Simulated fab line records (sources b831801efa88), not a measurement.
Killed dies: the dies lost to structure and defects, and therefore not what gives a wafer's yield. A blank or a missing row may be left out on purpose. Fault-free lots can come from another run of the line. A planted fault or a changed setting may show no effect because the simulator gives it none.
The tool behind it: which one? :: flow sky130 :: 42 wafers from 14 lots sampled at 2 of the route's 708 steps

WHAT EACH GAUGE READ, for each wafer
No reading from a measuring or inspecting step in the record can be judged against a usual standard deviation.

TOOL THAT RAN EACH LOT (tool first, then ch and the chambers of the sampled wafers, then the start)
lot: L455
SKY_VIA3_HDPCVD_00: hdpcvd-02 ch 0,1, day 39 10:07
SKY_PAD_OPEN_PROBE_99: -

lot: L456
SKY_VIA3_HDPCVD_00: hdpcvd-02 ch 0,1, day 39 10:52
SKY_PAD_OPEN_PROBE_99: -

lot: L458
SKY_VIA3_HDPCVD_00: hdpcvd-01 ch 0,1,2, day 39 21:25
SKY_PAD_OPEN_PROBE_99: -

lot: L460
SKY_VIA3_HDPCVD_00: hdpcvd-01 ch 0,1,2, day 40 17:53
SKY_PAD_OPEN_PROBE_99: -

lot: L461
SKY_VIA3_HDPCVD_00: hdpcvd-01 ch 0,1,2, day 40 19:12
SKY_PAD_OPEN_PROBE_99: -

lot: L462
SKY_VIA3_HDPCVD_00: hdpcvd-01 ch 0,1,2, day 40 23:56
SKY_PAD_OPEN_PROBE_99: -

lot: L463
SKY_VIA3_HDPCVD_00: hdpcvd-02 ch 0,1,2, day 41 08:55
SKY_PAD_OPEN_PROBE_99: -

lot: L464
SKY_VIA3_HDPCVD_00: hdpcvd-01 ch 0,1, day 41 17:16
SKY_PAD_OPEN_PROBE_99: -

lot: L465
SKY_VIA3_HDPCVD_00: hdpcvd-01 ch 0,1,2, day 42 04:48
SKY_PAD_OPEN_PROBE_99: -

lot: L470
SKY_VIA3_HDPCVD_00: hdpcvd-01 ch 0,2, day 43 10:37
SKY_PAD_OPEN_PROBE_99: prober-02, day 49 15:59

lot: L471
SKY_VIA3_HDPCVD_00: hdpcvd-02 ch 0,1, day 43 17:23
SKY_PAD_OPEN_PROBE_99: -

lot: L472
SKY_VIA3_HDPCVD_00: hdpcvd-01 ch 0,2, day 44 01:02
SKY_PAD_OPEN_PROBE_99: prober-02, day 50 06:04

lot: L473
SKY_VIA3_HDPCVD_00: hdpcvd-02 ch 0,1,2, day 44 03:23
SKY_PAD_OPEN_PROBE_99: -

lot: L477
SKY_VIA3_HDPCVD_00: hdpcvd-02 ch 0,2, day 45 01:49
SKY_PAD_OPEN_PROBE_99: -
- SKY_VIA3_HDPCVD_00: deposits SiO2, target thk 1635 nm, time 272.5 s.
- SKY_PAD_OPEN_PROBE_99

AS READ BY THE TOOLS THEMSELVES (means over the sampled wafers that have a number; for cases with no such wafer, the mark the record gives instead)
SKY_PAD_OPEN_PROBE_99.
lot: L470
tool: prober-02
defect limited yield (%): 73.2
killed_at_M0_to_M3: 93
killed_at_M4_up: 4.0
killed at contacts: 19
killed at front end: 16
killed at other: 0.0
killed dies: 132
killed open: 39
killed short: 36
sort_bin_3_pad_short (%): 4.3
sort_bin_5_function (%): 16.4
sort_bin_6_memory (%): 6.2
sort n pass: 360
sort yield pct (%): 73.2

lot: L472
tool: prober-02
defect limited yield (%): 73.9
killed_at_M0_to_M3: 82
killed_at_M4_up: 6.0
killed at contacts: 23
killed at front end: 17
killed at other: 0.3
killed dies: 129
killed open: 44
killed short: 44
sort_bin_3_pad_short (%): 3.7
sort_bin_5_function (%): 15.2
sort_bin_6_memory (%): 7.2
sort n pass: 363
sort yield pct (%): 73.9

THE ANSWER, worked out from the rows above alone
Rule: the lots themselves supply what counts as usual. The widest of any qualifying gaps counts: lots, ordered by their means at a reading, are off when they make up no more than a third of the lots, leave a main group of 4 or more, and stand apart from it by 3 or more times the standard deviation of that group's means. The tables above print the reading to a certain number of digits; a main group whose means all agree to those digits is not used. Also off: a lot with no number at a reading for which 4 or more lots have one. Any other lot the step has rows for is counted as sound. Order of review: gauges by route order, followed by the tools' own readings, for which a lot's mean as printed above is used. The first step at which some lot is off is used, and at that step the reading that is off furthest; a lot without a number counts as furthest.
Across all readings shown, no lot is off: no conclusion can be drawn from this.

WHAT THE SIMULATOR HAD PUT IN
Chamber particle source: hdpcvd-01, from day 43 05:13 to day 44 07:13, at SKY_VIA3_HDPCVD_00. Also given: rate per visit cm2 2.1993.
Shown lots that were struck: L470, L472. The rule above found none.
